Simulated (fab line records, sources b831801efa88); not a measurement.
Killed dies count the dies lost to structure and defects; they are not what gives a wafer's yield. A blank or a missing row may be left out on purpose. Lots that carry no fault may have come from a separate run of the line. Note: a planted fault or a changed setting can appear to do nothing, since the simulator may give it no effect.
What tool caused it? + flow gf180mcu + Sampling: 7 lots, 21 wafers, 2 of 602 route steps

== WHAT THE GAUGES SHOWED, per wafer ==
GF_V1_THK_MEAS_01.
| lot  | measured     | on           | V1_CVD_00_THK (nm) |
|------|--------------|--------------|--------------------|
| L130 | day 18 00:58 | filmMetro-04 | 601 596 608        |
| L133 | day 19 00:33 | filmMetro-01 | 598 598 598        |
| L135 | day 20 10:18 | filmMetro-02 | 607 597 608        |
| L141 | day 22 07:23 | filmMetro-01 | 607 603 605        |
| L145 | day 23 09:53 | filmMetro-04 | 611 604 603        |
| L148 | day 24 11:16 | filmMetro-01 | 599 592 592        |
| L151 | day 25 07:39 | filmMetro-04 | 603 595 601        |

== WHICH TOOL RAN EACH LOT (tool, then ch and the chambers of the sampled wafers, then the start) ==
| lot  | GF_M1_SPUTTER_04            |
|------|-----------------------------|
| L130 | pvdSputter-02, day 17 00:29 |
| L133 | pvdSputter-02, day 18 00:08 |
| L135 | pvdSputter-03, day 19 08:51 |
| L141 | pvdSputter-03, day 21 06:18 |
| L145 | pvdSputter-03, day 22 10:46 |
| L148 | pvdSputter-03, day 23 11:41 |
| L151 | pvdSputter-03, day 24 09:23 |
- GF_M1_SPUTTER_04: material TiN, target thk 50 nm, time 41.7 s.

== THE ANSWER, worked out from the rows above alone ==
Rule: usual is defined by the lots themselves. The widest of any qualifying gaps counts: lots, ordered by their means at a reading, are off when they make up no more than a third of the lots, leave a main group of 4 or more, and stand apart from it by 3 or more times the standard deviation of that group's means. A main group whose means are all the same, to the digits that the tables above print for the reading, isn't used. A lot without any number at a reading at which 4 lots or more have one is off too. Any other lot the step has rows for is counted as sound.
No lot is off on any of the readings shown, so nothing can be concluded from this.

== WHAT THE SIMULATOR HAD PUT IN ==
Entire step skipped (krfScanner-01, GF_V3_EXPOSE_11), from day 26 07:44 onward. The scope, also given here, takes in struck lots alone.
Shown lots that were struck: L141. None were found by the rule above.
